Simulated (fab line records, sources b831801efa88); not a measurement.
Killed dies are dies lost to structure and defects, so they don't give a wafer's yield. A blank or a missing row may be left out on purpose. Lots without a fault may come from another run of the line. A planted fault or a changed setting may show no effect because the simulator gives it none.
fab line records | flow sky130
record lots=5 wafers=15 last_day=50
route steps=708 shown METAL2@484 VIA2@507
lots that met no fault: from a run of the same line without faults
start_h: hours from the record's first day to the start of the lot's first wafer shown | wait_h: hours since the lot's step before | " the same as in the row above | L1.1+2: a row that stands for several wafers | - no value, or no start given | * or withheld: withheld | < > ~ a bound
route shown NAME@n: a module of which the file shows steps, and the number in the route of the first | usual: mean/standard deviation of fault-free wafers | same: alike in all rows | chamber/n: place in a boat | sites: the reading at each site | _std_site: their standard deviation | _edge_site: outer sites' mean less inner sites' | radius_mm: how far each site lies from the wafer's centre | mask NAME#n: copy n | behind: the tool/chamber that last shaped the wafer | hold: why the lot was held/for how many hours/how that ended | device: the transistor (n, p or np) that didn't switch | end of line: the same wafers' tests at the end of the route | a step without rows: its recipe alone | killed: dies lost to structure and defects at the first sort, not the wafer's yield | map: a wafer's dies, x killed, . not, _ none there
set.NAME: the setting as run; set.NAME@STEP: as run at that earlier step | model.NAME: the simulator's own value behind a step, which no gauge read
lots at some steps of the route; a table a step, a row a wafer
services: from which hour (start_h, from the record's first day; less than 0 if before it) a tool's chamber was out of use, for how many hours, and why
## steps
# step SKY_METAL2_SPUTTER_01
# recipe material=TiN target_thk_nm=20 power_w=6500 time_s=16.7 chamber_pressure_pa=0.4
# usual cathode_dc_power_W=6500.1/1.2 chamber_pressure_pa=0.4000/0.00078 throttle_valve_pct=30.0/0.67
# columns lot.wafer tool chamber start_h wait_h cathode_dc_power_W chamber_pressure_pa throttle_valve_pct
L074.2 pvd_sputter-02 - 786.27 0.0 6501.9 0.3998 30.2
L074.3 " - " " 6499.5 0.4008 29.5
L074.4 " - " " 6500.7 0.3997 29.8
L083.1 pvd_sputter-02 - 857.47 0.0 6499.6 0.4006 29.5
L083.3 " - " " 6499.0 0.4008 30.1
L083.4 " - " " 6500.4 0.4005 29.9
L086.2 pvd_sputter-01 - 883.94 0.0 6498.6 0.4003 29.0
L086.3 " - " " 6499.1 0.4005 30.7
L086.6 " - " " 6498.5 0.3988 29.4
L089.1 pvd_sputter-04 - 908.83 0.0 6500.6 0.4005 29.3
L089.3 " - " " 6499.1 0.4008 31.2
L089.5 " - " " 6498.4 0.4011 29.6
L095.2 pvd_sputter-01 - 950.29 0.0 6499.2 0.4010 30.3
L095.4 " - " " 6500.3 0.4006 29.1
L095.6 " - " " 6499.4 0.4010 29.3
# step SKY_METAL2_SPUTTER_02
# recipe material=AlCu target_thk_nm=250 power_w=10600 time_s=13.3 chamber_pressure_pa=0.4
# usual cathode_dc_power_W=10600/2.1 chamber_pressure_pa=0.3999/0.00075 throttle_valve_pct=30.0/0.64
# columns lot.wafer tool chamber start_h wait_h cathode_dc_power_W chamber_pressure_pa throttle_valve_pct
L074.2 pvd_sputter-02 - 786.29 0.0 10604 0.4013 30.5
L074.3 " - " " 10598 0.4005 29.7
L074.4 " - " " 10598 0.4004 29.6
L083.1 pvd_sputter-02 - 857.49 0.0 10601 0.4010 29.5
L083.3 " - " " 10599 0.4014 30.0
L083.4 " - " " 10601 0.4004 29.8
L086.2 pvd_sputter-01 - 883.97 0.0 10598 0.3999 29.3
L086.3 " - " " 10601 0.3998 30.6
L086.6 " - " " 10599 0.4000 28.8
L089.1 pvd_sputter-04 - 908.86 0.0 10598 0.4004 29.4
L089.3 " - " " 10601 0.4004 31.1
L089.5 " - " " 10599 0.3974 29.9
L095.2 pvd_sputter-01 - 950.32 0.0 10598 0.4004 30.4
L095.4 " - " " 10599 0.4005 29.1
L095.6 " - " " 10600 0.4008 29.2
# step SKY_METAL2_SPUTTER_03
# recipe material=Ti target_thk_nm=5 power_w=3000 time_s=3.3 chamber_pressure_pa=0.4
# usual cathode_dc_power_W=2999.9/0.6 chamber_pressure_pa=0.4000/0.00088 throttle_valve_pct=30.0/0.67
# columns lot.wafer tool chamber start_h wait_h cathode_dc_power_W chamber_pressure_pa throttle_valve_pct
L074.2 pvd_sputter-02 - 786.32 0.0 3000.7 0.4015 30.3
L074.3 " - " " 2998.7 0.3991 29.6
L074.4 " - " " 3000.3 0.4006 29.7
L083.1 pvd_sputter-02 - 857.52 0.0 3000.3 0.3981 29.4
L083.3 " - " " 3000.4 0.3995 29.8
L083.4 " - " " 2999.8 0.4013 30.0
L086.2 pvd_sputter-01 - 883.99 0.0 3000.6 0.4006 29.3
L086.3 " - " " 3000.1 0.4003 30.9
L086.6 " - " " 2999.3 0.3984 29.3
L089.1 pvd_sputter-04 - 908.88 0.0 2999.4 0.4000 28.9
L089.3 " - " " 3000.8 0.3985 31.2
L089.5 " - " " 3000.1 0.4010 29.7
L095.2 pvd_sputter-01 - 950.34 0.0 2999.8 0.3995 30.5
L095.4 " - " " 2999.9 0.3997 29.3
L095.6 " - " " 2999.3 0.3993 29.2
# step SKY_METAL2_SPUTTER_04
# recipe material=TiN target_thk_nm=70 power_w=6500 time_s=58.3 chamber_pressure_pa=0.4
# usual cathode_dc_power_W=6500.0/1.1 chamber_pressure_pa=0.4000/0.00079 throttle_valve_pct=30.0/0.67
# columns lot.wafer tool chamber start_h wait_h cathode_dc_power_W chamber_pressure_pa throttle_valve_pct
L074.2 pvd_sputter-02 - 786.34 0.0 6502.2 0.3997 30.1
L074.3 " - " " 6501.2 0.4002 29.2
L074.4 " - " " 6503.3 0.3999 29.6
L083.1 pvd_sputter-02 - 857.53 0.0 6500.5 0.3999 29.5
L083.3 " - " " 6499.7 0.4005 30.0
L083.4 " - " " 6499.5 0.3990 29.6
L086.2 pvd_sputter-01 - 884.01 0.0 6500.8 0.3973 29.3
L086.3 " - " " 6502.3 0.3991 30.4
L086.6 " - " " 6500.3 0.3990 29.1
L089.1 pvd_sputter-04 - 908.90 0.0 6500.9 0.3998 29.2
L089.3 " - " " 6499.9 0.3986 31.2
L089.5 " - " " 6501.2 0.3997 29.6
L095.2 pvd_sputter-01 - 950.36 0.0 6499.6 0.3998 30.7
L095.4 " - " " 6499.7 0.4002 29.2
L095.6 " - " " 6498.0 0.4002 29.3
# step SKY_METAL2_RS_MEAS_05
# recipe thk_meas_gauge=four-point-probe reads=TiN_of_METAL2_SPUTTER_04+Ti_of_METAL2_SPUTTER_03+AlCu_of_METAL2_SPUTTER_02+TiN_of_METAL2_SPUTTER_01+Ti_of_METAL2_SPUTTER_00
# usual METAL2_ALCU_RS=0.1269/0.001
# columns lot.wafer tool chamber start_h wait_h METAL2_ALCU_RS[ohm/sq]
L074.2 film_metro-01 - 786.41 0.0 0.1278
L074.3 " - " " 0.1294
L074.4 " - " " 0.1278
L083.1 film_metro-04 - 857.58 0.0 0.1260
L083.3 " - " " 0.1265
L083.4 " - " " 0.1263
L086.2 film_metro-01 - 884.08 0.0 0.1262
L086.3 " - " " 0.1267
L086.6 " - " " 0.1259
L089.1 film_metro-01 - 908.95 0.0 0.1252
L089.3 " - " " 0.1248
L089.5 " - " " 0.1251
L095.2 film_metro-04 - 950.43 0.0 0.1275
L095.4 " - " " 0.1266
L095.6 " - " " 0.1273
# step SKY_METAL2_THK_MEAS_06
# recipe thk_meas_gauge=xrf reads=AlCu_of_METAL2_SPUTTER_02
# usual METAL2_ALCU_THK=250.4/2.5
# columns lot.wafer tool chamber start_h wait_h METAL2_ALCU_THK[nm]
L074.2 film_metro-01 - 786.52 0.1 250.1
L074.3 " - " " 245.5
L074.4 " - " " 249.2
L083.1 film_metro-04 - 857.70 0.1 253.0
L083.3 " - " " 250.6
L083.4 " - " " 251.7
L086.2 film_metro-01 - 884.19 0.1 251.3
L086.3 " - " " 248.9
L086.6 " - " " 254.0
L089.1 film_metro-01 - 909.07 0.1 254.6
L089.3 " - " " 252.5
L089.5 " - " " 252.4
L095.2 film_metro-04 - 950.54 0.1 249.9
L095.4 " - " " 251.1
L095.6 " - " " 251.0
# step SKY_METAL2_DEHYDRATE_07
# recipe temp_c=200 time_s=60
# columns lot.wafer tool chamber start_h wait_h
L074.2+3+4 litho_track-03 0 799.07 12.5
L083.1+3+4 litho_track-02 0 870.06 12.3
L086.2+3+6 litho_track-01 0 896.37 12.2
L089.1+3+5 litho_track-03 0 920.65 11.6
L095.2+4+6 litho_track-01 0 961.77 11.2
# step SKY_METAL2_HMDS_08
# recipe prime_time_s=60 prime_temp_c=120
# columns lot.wafer tool chamber start_h wait_h
L074.2+3+4 litho_track-03 0 799.22 0.1
L083.1+3+4 litho_track-02 0 870.21 0.1
L086.2+3+6 litho_track-01 0 896.52 0.1
L089.1+3+5 litho_track-03 0 920.80 0.1
L095.2+4+6 litho_track-01 0 961.92 0.1
# step SKY_METAL2_COAT_09
# recipe resist=BARC temp_c=withheld time_s=withheld spin_rpm=3000 resist_thk_nm=60
# columns lot.wafer tool chamber start_h wait_h
L074.2+3+4 litho_track-03 0 799.37 0.1
L083.1+3+4 litho_track-02 0 870.36 0.1
L086.2+3+6 litho_track-01 0 896.67 0.1
L089.1+3+5 litho_track-03 0 920.95 0.1
L095.2+4+6 litho_track-01 0 962.07 0.1
# step SKY_METAL2_COAT_10
# recipe resist=KrF-thick spin_rpm=3000 resist_thk_nm=450
# columns lot.wafer tool chamber start_h wait_h
L074.2+3+4 litho_track-03 0 - -
L083.1+3+4 litho_track-02 0 - -
L086.2+3+6 litho_track-01 0 - -
L089.1+3+5 litho_track-03 0 - -
L095.2+4+6 litho_track-01 0 - -
# step SKY_METAL2_SOFTBAKE_11
# recipe temp_c=100 time_s=90 resist=KrF-thick
# columns lot.wafer tool chamber start_h wait_h
L074.2+3+4 litho_track-03 0 - -
L083.1+3+4 litho_track-02 0 - -
L086.2+3+6 litho_track-01 0 - -
L089.1+3+5 litho_track-03 0 - -
L095.2+4+6 litho_track-01 0 - -
# step SKY_METAL2_EXPOSE_12
# recipe mask_id=MM2 na=0.8 source_shape=annular sigma_inner=0.55 sigma_outer=0.85 target_cd_nm=140 dose_mj=28
# columns lot.wafer tool chamber start_h wait_h mask
L074.2+3+4 krf_scanner-01 0 - - MM2#0
L083.1+3+4 krf_scanner-02 0 - - MM2#0
L086.2+3+6 krf_scanner-02 0 - - MM2#0
L089.1+3+5 krf_scanner-01 0 - - MM2#0
L095.2+4+6 krf_scanner-02 0 - - MM2#0
# step SKY_METAL2_PEB_13
# recipe peb_temp_c=withheld peb_time_s=withheld resist=KrF-thick
# columns lot.wafer tool chamber start_h wait_h
L074.2+3+4 litho_track-02 0 - -
L083.1+3+4 litho_track-01 0 - -
L086.2+3+6 litho_track-02 0 - -
L089.1+3+5 litho_track-03 0 - -
L095.2+4+6 litho_track-03 0 - -
# step SKY_METAL2_DEVELOP_14
# recipe develop_time_s=60 resist=KrF-thick dev_temp_c=21
# columns lot.wafer tool chamber start_h wait_h
L074.2+3+4 litho_track-02 0 - -
L083.1+3+4 litho_track-01 0 - -
L086.2+3+6 litho_track-02 0 - -
L089.1+3+5 litho_track-03 0 - -
L095.2+4+6 litho_track-03 0 - -
# step SKY_METAL2_CD_MEAS_15
# recipe target_cd_nm=140
# usual cd_nm=139.6/1.1
# columns lot.wafer tool chamber start_h wait_h cd_nm
L074.2 cd_sem-01 - 812.78 - 138.6
L074.3 " - " " 138.9
L074.4 " - " " 139.8
L083.1 cd_sem-01 - 883.49 - 140.5
L083.3 " - " " 140.3
L083.4 " - " " 139.6
L086.2 cd_sem-02 - 909.93 - 137.9
L086.3 " - " " 137.8
L086.6 " - " " 138.1
L089.1 cd_sem-01 - 933.45 - 139.4
L089.3 " - " " 138.4
L089.5 " - " " 140.5
L095.2 cd_sem-01 - 973.87 - 139.6
L095.4 " - " " 138.9
L095.6 " - " " 139.0
# step SKY_METAL2_OVL_MEAS_16
# usual METAL2_OVL=2/5
# columns lot.wafer tool chamber start_h wait_h METAL2_OVL[nm]
L074.2 overlay-01 - 812.89 0.1 3
L074.3 " - " " -3
L074.4 " - " " 4
L083.1 overlay-02 - 883.61 0.1 -9
L083.3 " - " " -5
L083.4 " - " " -6
L086.2 overlay-02 - 910.04 0.1 11
L086.3 " - " " 7
L086.6 " - " " 5
L089.1 overlay-01 - 933.57 0.1 6
L089.3 " - " " 9
L089.5 " - " " 6
L095.2 overlay-02 - 973.97 0.1 0
L095.4 " - " " 8
L095.6 " - " " 6
# step SKY_METAL2_DESCUM_17
# recipe chemistry=O2 source_power_w=150 bias_power_w=0 pressure_mtorr=10 temp_c=40 time_s=8
# usual drypump_motor_current_A=5.7/0.51 oes_product_au=1.001/0.0076
# columns lot.wafer tool chamber start_h wait_h drypump_motor_current_A oes_product_au rf_hours_counter_h
L074.2 rie_metal-01 0 812.92 0.0 5.7 0.987 1
L074.3 " 0 " " 5.7 0.991 -
L074.4 " 1 " " 5.4 1.000 -
L083.1 rie_metal-02 1 883.65 0.0 6.4 0.997 9
L083.3 " 0 " " 5.3 1.001 -
L083.4 " 1 " " 6.5 0.996 -
L086.2 rie_metal-03 0 910.07 0.0 6.2 1.002 16
L086.3 " 0 " " 6.2 0.997 -
L086.6 " 1 " " 5.1 1.004 -
L089.1 rie_metal-02 1 933.60 0.0 6.5 1.000 11
L089.3 " 0 " " 5.3 1.007 -
L089.5 " 0 " " 5.3 1.001 -
L095.2 rie_metal-03 0 974.00 0.0 6.2 0.997 20
L095.4 " 1 " " 5.0 1.003 -
L095.6 " 0 " " 6.2 0.995 -
# step SKY_METAL2_ETCH_18
# recipe chemistry=N2/H2 target=BARC ion_energy_ev=200 bias_w=100 pressure_mtorr=30 n2_flow_sccm=100 h2_flow_sccm=200 icp_w=500 stop_on=SiO2 time_s=45.9 target_depth_a=600
# usual bias_w=99.95/0.27 drypump_motor_current_A=5.7/0.51 oes_product_au=0.855/0.0045 throttle_valve_pct=13.224/0.0096
# columns lot.wafer tool chamber start_h wait_h bias_w drypump_motor_current_A oes_product_au rf_hours_counter_h throttle_valve_pct
L074.2 rie_metal-01 0 812.95 0.0 99.22 5.7 0.858 1 13.232
L074.3 " 0 " " 99.48 5.7 0.852 - 13.219
L074.4 " 1 " " 100.01 5.5 0.860 - 13.225
L083.1 rie_metal-02 1 883.68 0.0 99.84 6.5 0.851 9 13.239
L083.3 " 0 " " 99.69 5.3 0.858 - 13.218
L083.4 " 1 " " 99.98 6.5 0.864 - 13.227
L086.2 rie_metal-03 0 910.10 0.0 100.32 6.2 0.858 16 13.219
L086.3 " 0 " " 100.30 6.2 0.853 - 13.223
L086.6 " 1 " " 99.91 5.1 0.857 - 13.233
L089.1 rie_metal-02 1 933.64 0.0 100.05 6.4 0.853 11 13.227
L089.3 " 0 " " 100.38 5.3 0.857 - 13.230
L089.5 " 0 " " 99.68 5.3 0.848 - 13.229
L095.2 rie_metal-03 0 974.04 0.0 99.50 6.2 0.852 20 13.216
L095.4 " 1 " " 99.85 5.1 0.858 - 13.230
L095.6 " 0 " " 99.83 6.2 0.860 - 13.214
# step SKY_METAL2_METAL_ETCH_19
# recipe target_depth_a=3600 stop_on=SiO2 over_etch_frac=0.3 time_s=78 chemistry=Cl2/BCl3 resist_sidewall_deg=88 pressure_mtorr=10 icp_w=900 bias_w=48.5 Cl2_flow_sccm=60 bcl3_flow_sccm=30
# usual bias_w=48.51/0.14 drypump_motor_current_A=5.7/0.51 oes_product_au=0.853/0.0054 throttle_valve_pct=22.264/0.0083
# columns lot.wafer tool chamber start_h wait_h bias_w drypump_motor_current_A oes_product_au rf_hours_counter_h throttle_valve_pct
L074.2 rie_metal-01 0 813.01 0.0 48.77 5.7 0.854 1 22.266
L074.3 " 0 " " 48.79 5.6 0.844 - 22.252
L074.4 " 1 " " 48.39 5.5 0.850 - 22.270
L083.1 rie_metal-02 1 883.74 0.0 48.18 6.4 0.858 9 22.255
L083.3 " 0 " " 48.70 5.3 0.858 - 22.277
L083.4 " 1 " " 48.41 6.5 0.852 - 22.270
L086.2 rie_metal-03 0 910.16 0.0 48.28 6.2 0.848 16 22.278
L086.3 " 0 " " 48.37 6.2 0.850 - 22.261
L086.6 " 1 " " 48.58 5.1 0.861 - 22.252
L089.1 rie_metal-02 1 933.70 0.0 48.60 6.4 0.850 11 22.259
L089.3 " 0 " " 48.54 5.3 0.862 - 22.275
L089.5 " 0 " " 48.39 5.3 0.858 - 22.268
L095.2 rie_metal-03 0 974.10 0.0 48.41 6.2 0.853 20 22.267
L095.4 " 1 " " 48.54 5.1 0.849 - 22.259
L095.6 " 0 " " 48.33 6.2 0.851 - 22.269
# step SKY_METAL2_STRIP_20
# recipe chemistry=O2/N2 power_w=1400 pressure_mtorr=1500 platen_temp_c=withheld o2_flow_sccm=3000 n2_flow_sccm=300 overash_fraction=0.5
# usual drypump_motor_current_A=6.0/0.61 o2_flow_sccm=3000/9.3 oes_product_au=0.342/0.0046 strip_time_to_endpoint_s=2.681/0.028
# columns lot.wafer tool chamber start_h wait_h drypump_motor_current_A o2_flow_sccm oes_product_au rf_hours_counter_h strip_time_to_endpoint_s
L074.2 plasma_asher-03 1 813.10 0.1 6.7 2999 0.344 39 2.695
L074.3 " 0 " " 6.0 3003 0.346 - 2.697
L074.4 " 1 " " 6.7 3004 0.339 - 2.695
L083.1 plasma_asher-01 0 883.83 0.1 6.6 2984 0.336 74 2.667
L083.3 " 0 " " 6.5 2973 0.333 - 2.611
L083.4 " 1 " " 4.9 2995 0.340 - 2.680
L086.2 plasma_asher-01 1 910.25 0.1 4.9 3003 0.347 77 2.719
L086.3 " 0 " " 6.5 2995 0.340 - 2.677
L086.6 " 1 " " 4.9 3005 0.342 - 2.689
L089.1 plasma_asher-02 1 933.79 0.1 6.2 2999 0.341 112 2.679
L089.3 " 1 " " 6.2 2999 0.337 - 2.619
L089.5 " 1 " " 6.2 3009 0.337 - 2.628
L095.2 plasma_asher-02 0 974.19 0.1 5.9 2991 0.341 116 2.693
L095.4 " 0 " " 5.9 3001 0.350 - 2.655
L095.6 " 1 " " 6.2 2997 0.341 - 2.720
# step SKY_METAL2_STRIP_21
# recipe chemistry=post_etch_residue_remover time_s=1200 temp_c=72.5
# columns lot.wafer tool chamber start_h wait_h
L074.2+3+4 wet_bench-04 1 813.20 0.1
L083.1+3+4 wet_bench-04 1 883.93 0.1
L086.2+3+6 wet_bench-04 2 910.35 0.1
L089.1+3+5 wet_bench-04 1 933.89 0.1
L095.2+4+6 wet_bench-04 3 974.29 0.1
# step SKY_METAL2_CLEAN_22
# recipe chemistry=IPA time_s=180 temp_c=25
# columns lot.wafer tool chamber start_h wait_h
L074.2+3+4 wet_bench-01 3 813.54 0.0
L083.1+3+4 wet_bench-02 2 884.27 0.0
L086.2+3+6 wet_bench-01 0 910.69 0.0
L089.1+3+5 wet_bench-01 0 934.23 0.0
L095.2+4+6 wet_bench-01 2 974.63 0.0
# step SKY_METAL2_CLEAN_23
# recipe chemistry=O3/DIW dry=n2_spin
# columns lot.wafer tool chamber start_h wait_h
L074.2+3+4 wet_bench-04 0 813.60 0.0
L083.1+3+4 wet_bench-01 2 884.34 0.0
L086.2+3+6 wet_bench-04 1 910.76 0.0
L089.1+3+5 wet_bench-04 3 934.29 0.0
L095.2+4+6 wet_bench-02 0 974.69 0.0
# step SKY_VIA2_HDPCVD_00
# recipe material=SiO2 target_thk_nm=1180 sigma_open_frac=0.3 time_s=196.7 temp_c=400 sih4_flow_sccm=60 pressure_mtorr=6
# columns lot.wafer tool chamber start_h wait_h
L074.2+3+4 hdpcvd-01 2,0,0 813.69 0.0
L083.1+3+4 hdpcvd-01 1,0,0 884.43 0.0
L086.2+3+6 hdpcvd-01 2,0,0 910.85 0.0
L089.1+3+5 hdpcvd-02 0,2,1 934.38 0.0
L095.2+4+6 hdpcvd-01 2,1,0 974.79 0.0
# step SKY_VIA2_THK_MEAS_01
# recipe reads=SiO2_of_VIA2_HDPCVD_00
# usual VIA2_HDPCVD_THK=1181/9.4
# columns lot.wafer tool chamber start_h wait_h VIA2_HDPCVD_THK[nm]
L074.2 film_metro-02 - 813.83 0.1 1181
L074.3 " - " " 1194
L074.4 " - " " 1186
L083.1 film_metro-03 - 884.55 0.1 1183
L083.3 " - " " 1180
L083.4 " - " " 1195
L086.2 film_metro-03 - 910.99 0.1 1171
L086.3 " - " " 1186
L086.6 " - " " 1191
L089.1 film_metro-01 - 934.51 0.1 1180
L089.3 " - " " 1187
L089.5 " - " " 1200
L095.2 film_metro-01 - 974.92 0.1 1168
L095.4 " - " " 1168
L095.6 " - " " 1168
# step SKY_VIA2_CMP_02
# recipe material=SiO2 down_force_psi=4 platen_rpm=60 pad_velocity_m_s=0.94248
# usual motor_current_A=11.9/1.5
# columns lot.wafer tool chamber start_h wait_h motor_current_A
L074.3 cmp-02 2 813.93 0.1 12.1
L074.4 " 3 " " 12.6
L074.2 " 0 " " 14.0
L083.4 cmp-01 1 884.66 0.1 12.9
L083.3 " 2 " " 11.0
L083.1 " 3 " " 10.6
L086.3 cmp-02 1 911.04 0.0 11.3
L086.2 " 2 " " 11.8
L086.6 " 2 " " 11.9
L089.3 cmp-02 2 934.71 0.2 11.8
L089.1 " 3 " " 12.1
L089.5 " 1 " " 11.6
L095.2 cmp-01 0 974.97 0.0 9.2
L095.4 " 1 " " 12.9
L095.6 " 1 " " 12.7
# step SKY_VIA2_BOW_MEAS_03
# recipe mode=bow
# usual VIA2_BOW=85/7.3
# columns lot.wafer tool chamber start_h wait_h VIA2_BOW[um]
L074.2 film_metro-01 - 814.20 0.1 82
L074.3 " - " " 88
L074.4 " - " " 86
L083.1 film_metro-03 - 885.01 0.2 88
L083.3 " - " " 84
L083.4 " - " " 76
L086.2 film_metro-03 - 911.36 0.2 82
L086.3 " - " " 76
L086.6 " - " " 90
L089.1 film_metro-02 - 934.91 0.1 83
L089.3 " - " " 96
L089.5 " - " " 95
L095.2 film_metro-03 - 975.29 0.3 83
L095.4 " - " " 91
L095.6 " - " " 78
# step SKY_VIA2_DEHYDRATE_04
# recipe temp_c=200 time_s=60
# columns lot.wafer tool chamber start_h wait_h
L074.2+3+4 litho_track-01 0 826.66 12.4
L083.1+3+4 litho_track-04 0 897.55 12.5
L086.2+3+6 litho_track-02 0 923.19 11.8
L089.1+3+5 litho_track-01 0 946.14 11.2
L095.2+4+6 litho_track-02 0 986.69 11.4
# step SKY_VIA2_HMDS_05
# recipe prime_time_s=60 prime_temp_c=120
# columns lot.wafer tool chamber start_h wait_h
L074.2+3+4 litho_track-01 0 826.81 0.1
L083.1+3+4 litho_track-04 0 897.70 0.1
L086.2+3+6 litho_track-02 0 923.34 0.1
L089.1+3+5 litho_track-01 0 946.29 0.1
L095.2+4+6 litho_track-02 0 986.84 0.1
# step SKY_VIA2_COAT_06
# recipe resist=BARC temp_c=withheld time_s=withheld spin_rpm=3000 resist_thk_nm=60
# columns lot.wafer tool chamber start_h wait_h
L074.2+3+4 litho_track-01 0 826.96 0.1
L083.1+3+4 litho_track-04 0 897.85 0.1
L086.2+3+6 litho_track-02 0 923.49 0.1
L089.1+3+5 litho_track-01 0 946.44 0.1
L095.2+4+6 litho_track-02 0 986.99 0.1
# step SKY_VIA2_COAT_07
# recipe resist=KrF-thick spin_rpm=3000 resist_thk_nm=450
# columns lot.wafer tool chamber start_h wait_h
L074.2+3+4 litho_track-01 0 - -
L083.1+3+4 litho_track-04 0 - -
L086.2+3+6 litho_track-02 0 - -
L089.1+3+5 litho_track-01 0 - -
L095.2+4+6 litho_track-02 0 - -
# step SKY_VIA2_SOFTBAKE_08
# recipe temp_c=100 time_s=90 resist=KrF-thick
# columns lot.wafer tool chamber start_h wait_h
L074.2+3+4 litho_track-01 0 - -
L083.1+3+4 litho_track-04 0 - -
L086.2+3+6 litho_track-02 0 - -
L089.1+3+5 litho_track-01 0 - -
L095.2+4+6 litho_track-02 0 - -
# step SKY_VIA2_EXPOSE_09
# recipe mask_id=VIM2 na=0.8 source_shape=annular sigma_inner=0.55 sigma_outer=0.85 target_cd_nm=200 dose_mj=38
# columns lot.wafer tool chamber start_h wait_h mask
L074.2+3+4 krf_scanner-02 0 - - VIM2#0
L083.1+3+4 krf_scanner-01 0 - - VIM2#0
L086.2+3+6 krf_scanner-01 0 - - VIM2#0
L089.1+3+5 krf_scanner-01 0 - - VIM2#0
L095.2+4+6 krf_scanner-02 0 - - VIM2#0
# step SKY_VIA2_PEB_10
# recipe peb_temp_c=withheld peb_time_s=withheld resist=KrF-thick
# columns lot.wafer tool chamber start_h wait_h
L074.2+3+4 litho_track-04 0 - -
L083.1+3+4 litho_track-02 0 - -
L086.2+3+6 litho_track-02 0 - -
L089.1+3+5 litho_track-01 0 - -
L095.2+4+6 litho_track-02 0 - -
# step SKY_VIA2_DEVELOP_11
# recipe develop_time_s=60 resist=KrF-thick dev_temp_c=21
# columns lot.wafer tool chamber start_h wait_h
L074.2+3+4 litho_track-04 0 - -
L083.1+3+4 litho_track-02 0 - -
L086.2+3+6 litho_track-02 0 - -
L089.1+3+5 litho_track-01 0 - -
L095.2+4+6 litho_track-02 0 - -
# step SKY_VIA2_CD_MEAS_12
# recipe target_cd_nm=200
# usual cd_nm=199.8/1.5
# columns lot.wafer tool chamber start_h wait_h cd_nm
L074.2 cd_sem-02 - 840.27 - 199.5
L074.3 " - " " 199.2
L074.4 " - " " 198.2
L083.1 cd_sem-02 - 910.61 - 197.9
L083.3 " - " " 199.1
L083.4 " - " " 199.2
L086.2 cd_sem-01 - 935.53 - 199.9
L086.3 " - " " 200.9
L086.6 " - " " 200.6
L089.1 cd_sem-01 - 959.39 - 201.1
L089.3 " - " " 200.5
L089.5 " - " " 201.8
L095.2 cd_sem-02 - 998.63 - 200.7
L095.4 " - " " 199.6
L095.6 " - " " 199.5
# step SKY_VIA2_OVL_MEAS_13
# usual VIA2_OVL=-1/5
# columns lot.wafer tool chamber start_h wait_h VIA2_OVL[nm]
L074.2 overlay-01 - 840.37 0.1 -3
L074.3 " - " " -2
L074.4 " - " " -8
L083.1 overlay-02 - 910.73 0.1 -1
L083.3 " - " " -6
L083.4 " - " " -12
L086.2 overlay-01 - 935.64 0.1 -6
L086.3 " - " " -9
L086.6 " - " " -4
L089.1 overlay-02 - 959.51 0.1 -1
L089.3 " - " " 5
L089.5 " - " " -3
L095.2 overlay-02 - 998.74 0.1 0
L095.4 " - " " 0
L095.6 " - " " 4
# step SKY_VIA2_ETCH_14
# recipe chemistry=N2/H2 target=BARC ion_energy_ev=200 source_w=500 bias_w=100 pressure_mtorr=30 n2_flow_sccm=100 h2_flow_sccm=200 stop_on=SiO2 time_s=45.9 target_depth_a=600
# usual bias_w=100.0/0.31 drypump_motor_current_A=6.1/0.36 oes_product_au=0.855/0.0048 throttle_valve_pct=13.226/0.0091
# columns lot.wafer tool chamber start_h wait_h bias_w drypump_motor_current_A oes_product_au rf_hours_counter_h throttle_valve_pct
L074.2 rie_diel-01 0 840.40 0.0 99.7 6.1 0.853 4 13.227
L074.3 " 1 " " 100.5 6.4 0.859 2 13.204
L074.4 " 2 " " 99.9 6.2 0.860 6 13.221
L083.1 rie_diel-01 3 910.77 0.0 99.5 6.6 0.862 4 13.213
L083.3 " 1 " " 100.2 6.4 0.860 4 13.232
L083.4 " 0 " " 100.4 6.1 0.847 6 13.235
L086.2 rie_diel-02 1 935.67 0.0 100.3 6.2 0.856 2 13.241
L086.3 " 2 " " 100.3 5.9 0.856 13 13.231
L086.6 " 0 " " 99.9 5.7 0.854 - 13.226
L089.1 rie_diel-01 2 959.55 0.0 100.2 6.2 0.859 10 13.232
L089.3 " 3 " " 100.2 6.6 0.854 5 13.220
L089.5 " 0 " " 99.8 6.1 0.859 - 13.213
L095.2 rie_diel-01 0 998.77 0.0 99.7 6.1 0.871 9 13.226
L095.4 " 2 " " 100.4 6.2 0.856 11 13.234
L095.6 " 0 " " 99.6 6.1 0.849 - 13.221
# step SKY_VIA2_ETCH_15
# recipe target=SiO2 chemistry=C4F8/O2/Ar target_depth_nm=546 stop_on=TiN mask_material=KrF-thick source_w=1500 bias_w=1200 pressure_mtorr=40 c4f8_flow_sccm=withheld O2_flow_sccm=6 Ar_flow_sccm=300 time_s=84
# usual bias_w=1200/3.4 oes_product_au=0.939/0.0046
# columns lot.wafer tool chamber start_h wait_h bias_w oes_product_au rf_hours_counter_h
L074.2 rie_diel-01 0 840.45 0.0 1201 0.941 4
L074.3 " 1 " " 1203 0.937 2
L074.4 " 2 " " 1199 0.941 6
L083.1 rie_diel-01 3 910.81 0.0 1204 0.947 4
L083.3 " 1 " " 1200 0.943 4
L083.4 " 0 " " 1199 0.944 6
L086.2 rie_diel-02 1 935.71 0.0 1200 0.942 2
L086.3 " 2 " " 1198 0.941 13
L086.6 " 0 " " 1201 0.935 -
L089.1 rie_diel-01 2 959.59 0.0 1200 0.932 10
L089.3 " 3 " " 1199 0.942 5
L089.5 " 0 " " 1202 0.935 -
L095.2 rie_diel-01 0 998.81 0.0 1203 0.940 9
L095.4 " 2 " " 1197 0.940 11
L095.6 " 0 " " 1202 0.938 -
## services
# columns tool chamber start_h hours kind
rie_diel-01 2 772.59 9.4 repair
rie_diel-01 - 773.07 4.3 pm
krf_scanner-01 - 773.26 4.0 pm
pvd_sputter-02 - 782.44 1.5 repair
krf_scanner-02 - 795.23 1.0 pm
pvd_sputter-01 - 802.57 3.0 repair
krf_scanner-02 - 805.45 0.6 repair
krf_scanner-02 - 827.69 1.3 pm
pvd_sputter-02 - 828.23 4.8 repair
pvd_sputter-01 - 829.93 3.7 repair
pvd_sputter-02 - 836.78 1.7 repair
pvd_sputter-02 - 838.46 6.8 repair
rie_diel-01 3 852.59 22.6 repair
rie_metal-02 - 861.35 2.8 pm
rie_metal-02 - 865.02 0.2 repair
krf_scanner-01 - 877.77 0.8 pm
rie_metal-03 - 878.92 0.6 repair
rie_diel-01 1 882.89 10.8 repair
krf_scanner-01 - 905.11 1.0 pm
krf_scanner-01 - 918.31 1.3 pm
rie_metal-03 1 923.81 2.9 repair
rie_metal-03 - 930.27 2.8 pm
pvd_sputter-02 - 942.03 25.1 repair
rie_diel-01 1 956.09 9.2 repair
## key
fault none
